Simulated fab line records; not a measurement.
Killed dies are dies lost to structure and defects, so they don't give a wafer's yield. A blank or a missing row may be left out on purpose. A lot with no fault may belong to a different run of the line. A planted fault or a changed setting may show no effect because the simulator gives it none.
Commonality check across tools    flow sky130    Sampled: 11 lots, 33 wafers

## WHY IT WAS OPENED
Of 11 lots, 2 have the reading POLY_GATE_OXIDATION_THK flagged at SKY_POLY_GATE_THK_MEAS_21. Fault-free wafers read 3.99 nm, with a standard deviation of 0.083.
Rule: a lot is flagged when every wafer of it that has a number lies more than 4 standard deviations from that mean, or none has a number. As for the other lots, they are considered sound.

lot   measured      on             POLY_GATE_OXIDATION_THK (nm), wafer by wafer  flag
L404  day 16 14:35  film-metro-04  3.91 3.84 3.96                                
L406  day 17 13:53  film-metro-02  1.90 1.83 1.83                                FLAGGED
L407  day 17 23:28  film-metro-04  1.99 1.90 1.96                                FLAGGED
L416  day 21 05:35  film-metro-03  3.97 4.01 4.05                                
L418  day 22 04:43  film-metro-04  4.15 3.99 4.09                                
L419  day 22 07:07  film-metro-04  3.93 3.97 3.89                                
L421  day 22 17:52  film-metro-03  3.97 4.01 4.01                                
L422  day 23 09:10  film-metro-03  4.08 3.86 3.99                                
L423  day 23 20:55  film-metro-02  4.11 4.16 4.07                                
L424  day 24 02:20  film-metro-04  4.17 4.15 4.10                                
L425  day 24 13:56  film-metro-03  3.92 3.92 3.92                                
The numbers of the flagged lots are 1.90 nm on average: -2.09 nm against the usual, or -25 standard deviations.

## TOOL THAT RAN EACH LOT
2 process steps preceding the reading are held in the record, out of 708 steps in the route. Read each cell as the tool, then ch plus the chambers that the sampled wafers visited, then the start.
lot   flag     SKY_POLY_GATE_ETCH_15               SKY_POLY_GATE_OXIDATION_20
L404           rie-diel-02 ch 0,1, day 16 12:22    furnace-02 ch 0, day 16 13:19
L406  FLAGGED  rie-diel-03 ch 0,1,3, day 17 11:04  furnace-02 ch 0, day 17 12:38
L407  FLAGGED  rie-diel-02 ch 2,3, day 17 20:56    furnace-02 ch 0, day 17 22:12
L416           rie-diel-01 ch 0,2,3, day 21 03:53  furnace-01 ch 0, day 21 04:19
L418           rie-diel-01 ch 1,2, day 22 02:35    furnace-02 ch 0, day 22 03:27
L419           rie-diel-03 ch 1,2, day 22 05:29    furnace-02 ch 0, day 22 05:52
L421           rie-diel-01 ch 0,1, day 22 16:13    furnace-02 ch 0, day 22 16:37
L422           rie-diel-01 ch 0,2,3, day 23 07:31  furnace-02 ch 0, day 23 07:55
L423           rie-diel-01 ch 1,2, day 23 19:13    furnace-02 ch 0, day 23 19:40
L424           rie-diel-03 ch 2,3, day 24 00:40    furnace-01 ch 0, day 24 01:04
L425           rie-diel-01 ch 0,1,3, day 24 12:13  furnace-02 ch 0, day 24 12:40
What is done by these steps:
- SKY_POLY_GATE_ETCH_15: etches BARC in N2/H2, stops on SiO2, time 118.5 s, target depth 110 nm.
- SKY_POLY_GATE_OXIDATION_20: stabilise 600 s, purge 300 s, target thk 4 nm.
- SKY_POLY_GATE_THK_MEAS_21

## FLAGGED AGAINST TOTAL, ONE TOOL AT A TIME (gauges that did the reading follow at the end)
step                        tool           lots run  flagged  share of the flagged lots  sound lots run after its first flagged lot
SKY_POLY_GATE_ETCH_15       rie-diel-01    6         0        none                       -
SKY_POLY_GATE_ETCH_15       rie-diel-02    2         1        some                       0
SKY_POLY_GATE_ETCH_15       rie-diel-03    3         1        some                       2 (L419,L424)
SKY_POLY_GATE_OXIDATION_20  furnace-01     2         0        none                       -
SKY_POLY_GATE_OXIDATION_20  furnace-02     9         2        all                        6 (L418,L419,L421,L422,L423,L425)
SKY_POLY_GATE_THK_MEAS_21   film-metro-02  2         1        some                       1 (L423)
SKY_POLY_GATE_THK_MEAS_21   film-metro-03  4         0        none                       -
SKY_POLY_GATE_THK_MEAS_21   film-metro-04  5         1        some                       3 (L418,L419,L424)

## WHAT IS ALLOWED BY THE TABLE
Rows of the table that ran each flagged lot: 1, that is furnace-02 at SKY_POLY_GATE_OXIDATION_20.
- furnace-02 at SKY_POLY_GATE_OXIDATION_20: 2 of its 9 lots flagged. After the first flagged lot (L418, L419, L421, L422, L423, L425), sound lots still ran on it; a lasting fault on the whole tool would not permit that. Its own readings lie more than 4 standard deviations out on every wafer of the flagged lots: spike-tc-bottom-C, spike-tc-centre-C, spike-tc-lower-C, spike-tc-top-C, spike-tc-upper-C, tube-center-temp-C, tube_center_temp_C_max, zone-power-lower-pct, zone-power-upper-pct.
There is no row in the table that ran each flagged lot and no sound lot after the first.

## WHAT THE SIMULATOR HAD PUT IN
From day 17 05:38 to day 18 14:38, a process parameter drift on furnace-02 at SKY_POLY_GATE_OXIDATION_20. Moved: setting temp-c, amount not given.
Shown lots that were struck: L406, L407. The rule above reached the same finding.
